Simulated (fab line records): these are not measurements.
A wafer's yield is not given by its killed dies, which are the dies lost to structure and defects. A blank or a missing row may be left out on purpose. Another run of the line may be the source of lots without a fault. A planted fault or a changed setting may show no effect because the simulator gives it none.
A single fault, viewed from 2 desks + flow sky130 + numbers are kept per desk, each desk with only its own; the story behind them comes last

## METROLOGY DESK
Means of the sampled wafers that have a number, per lot and without regard to the tool the lot ran on: this is what the gauges read. A lot is out of limits, marked OUT, if its mean lies more than 4 standard deviations from the usual mean; the brackets give that distance.
Columns: A = cdNm at SKY_POLY_GATE_CD_MEAS_13, usual 149.9 nm; B = cdNm at SKY_POLY_GATE_CD_MEAS_22, usual 148.8 nm
| lot  | first seen here | A     | B     |
|------|-----------------|-------|-------|
| L787 | day 16 16:49    | 151.8 | 151.8 |
| L788 | day 17 01:32    | 148.5 | 147.7 |
| L790 | day 17 13:11    | 149.5 | 149.1 |
| L791 | day 17 22:01    | 151.8 | 151.2 |
| L795 | day 19 12:52    | 149.4 | 148.0 |
| L796 | day 19 15:42    | 148.8 | 146.2 |
| L800 | day 21 01:34    | 150.2 | 148.5 |
| L801 | day 21 15:08    | 149.2 | 148.5 |
| L803 | day 22 08:50    | 151.3 | 148.5 |
| L804 | day 22 13:29    | 150.4 | 147.1 |
| L805 | day 22 16:59    | 148.3 | 146.4 |
| L807 | day 23 14:34    | 147.8 | 145.5 |
| L808 | day 23 19:38    | 151.5 | 152.2 |
| L810 | day 24 17:26    | 149.5 | 148.0 |
This desk found nothing out of limits on any of the 14 lots.

## THE TOOL OWNER'S DESK: lithoTrack-03
At SKY_LDD_HVN_SOFTBAKE_03 (time 60 s), the tool's own readings, given per lot that ran on this tool as the mean of the sampled wafers with a number. A lot is out of limits, marked OUT, if its mean lies more than 4 standard deviations from the usual mean; the brackets give that distance.
Columns: A = heaterPowerTotalW at SKY_LDD_HVN_SOFTBAKE_03, usual 56.60 W; B = runLengthS at SKY_LDD_HVN_SOFTBAKE_03, usual 89.08 s
| lot  | first seen here | A                | B                |
|------|-----------------|------------------|------------------|
| L788 | day 20 08:31    | 56.59            | 89.10            |
| L790 | day 20 21:04    | 56.58            | 89.09            |
| L791 | day 21 05:21    | 56.77            | 88.52            |
| L795 | day 22 22:54    | 56.75            | 88.61            |
| L796 | day 23 01:04    | 56.81 (+4.8) OUT | 88.28 (-4.0) OUT |
| L803 | day 25 16:25    | 56.62            | 89.20            |
| L804 | day 25 19:13    | 56.63            | 89.09            |
| L805 | day 25 21:58    | 56.60            | 89.14            |
| L807 | day 26 19:25    | 56.61            | 89.24            |
| L808 | day 27 00:16    | 56.55            | 89.13            |
This desk's verdict: out of limits on L796, starting with L796 at day 23 01:04 (heaterPowerTotalW at SKY_LDD_HVN_SOFTBAKE_03). L788, L790, L791, L795, L803, L804, L805, L807, L808: within limits.

## ALL TOGETHER
The tool owner's desk could have raised an alarm at day 23 01:04, on L796.
From the metrology desk's view, nothing was out of limits.
The metrology desk holds a record of L796, inside its limits.
On lithoTrack-03, each named lot ran SKY_LDD_HVN_SOFTBAKE_03.

## WHAT HAD BEEN PUT IN BY THE SIMULATOR
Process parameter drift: lithoTrack-03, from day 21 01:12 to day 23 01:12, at SKY_LDD_HVN_SOFTBAKE_03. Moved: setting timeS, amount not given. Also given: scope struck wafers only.
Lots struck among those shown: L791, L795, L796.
How many hours passed from the start of the fault until each desk's first out-of-limits reading: the tool owner's desk, 48.
